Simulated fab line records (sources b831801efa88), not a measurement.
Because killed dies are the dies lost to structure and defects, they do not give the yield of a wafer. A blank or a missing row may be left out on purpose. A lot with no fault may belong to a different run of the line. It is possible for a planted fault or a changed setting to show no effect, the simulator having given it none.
Which of the tools did it?    flow sky130    6 lots with 18 wafers sampled at 3 steps, on a route of 708 steps

WHAT THE GAUGES SHOWED, per wafer
SKY_VIA2_CD_MEAS_12: the cd target is 200 nm.
lot   measured      on        cdNm (nm)
L315  day 37 04:12  cdSem-02  202.7 203.5 202.4
L317  day 37 16:56  cdSem-02  200.3 200.6 200.7
L319  day 39 04:29  cdSem-01  198.5 199.7 198.5
L327  day 41 08:32  cdSem-02  198.7 199.9 198.4
L331  day 42 05:53  cdSem-01  201.2 200.7 200.0
L333  day 42 16:43  cdSem-01  200.7 201.2 201.4

WHICH TOOL RAN EACH LOT (tool, then ch and the chambers of the sampled wafers, then the start)
lot   SKY_LI_CONTACT_STRIP_16              SKY_METAL2_SPUTTER_02
L315  plasmaAsher-04 ch 0,1, day 30 04:26  pvdSputter-03, day 34 23:14
L317  plasmaAsher-04 ch 0,1, day 30 16:53  pvdSputter-02, day 35 11:41
L319  plasmaAsher-04 ch 0,1, day 32 06:40  pvdSputter-01, day 36 23:16
L327  plasmaAsher-04 ch 0,1, day 34 15:17  pvdSputter-01, day 39 06:57
L331  plasmaAsher-03 ch 0,1, day 35 15:08  pvdSputter-01, day 40 04:10
L333  plasmaAsher-03 ch 0,1, day 36 02:17  pvdSputter-01, day 40 15:23
- SKY_LI_CONTACT_STRIP_16: strips in O2/N2.
- SKY_METAL2_SPUTTER_02: material AlCu, target thk 250 nm, time 13.3 s.

THE ANSWER, worked out from the rows above alone
Rule: what is usual is taken from the lots themselves. The widest of any qualifying gaps counts: lots, ordered by their means at a reading, are off when they make up no more than a third of the lots, leave a main group of 4 or more, and stand apart from it by 3 or more times the standard deviation of that group's means. A main group is skipped when, at the precision printed for the reading in the tables above, its means are all equal. Also off: a lot with no number at a reading for which 4 or more lots have one. All remaining lots with rows at the step are treated as sound.
No lot is off on any of the readings shown, so nothing can be concluded from this.

WHAT THE SIMULATOR HAD INSERTED
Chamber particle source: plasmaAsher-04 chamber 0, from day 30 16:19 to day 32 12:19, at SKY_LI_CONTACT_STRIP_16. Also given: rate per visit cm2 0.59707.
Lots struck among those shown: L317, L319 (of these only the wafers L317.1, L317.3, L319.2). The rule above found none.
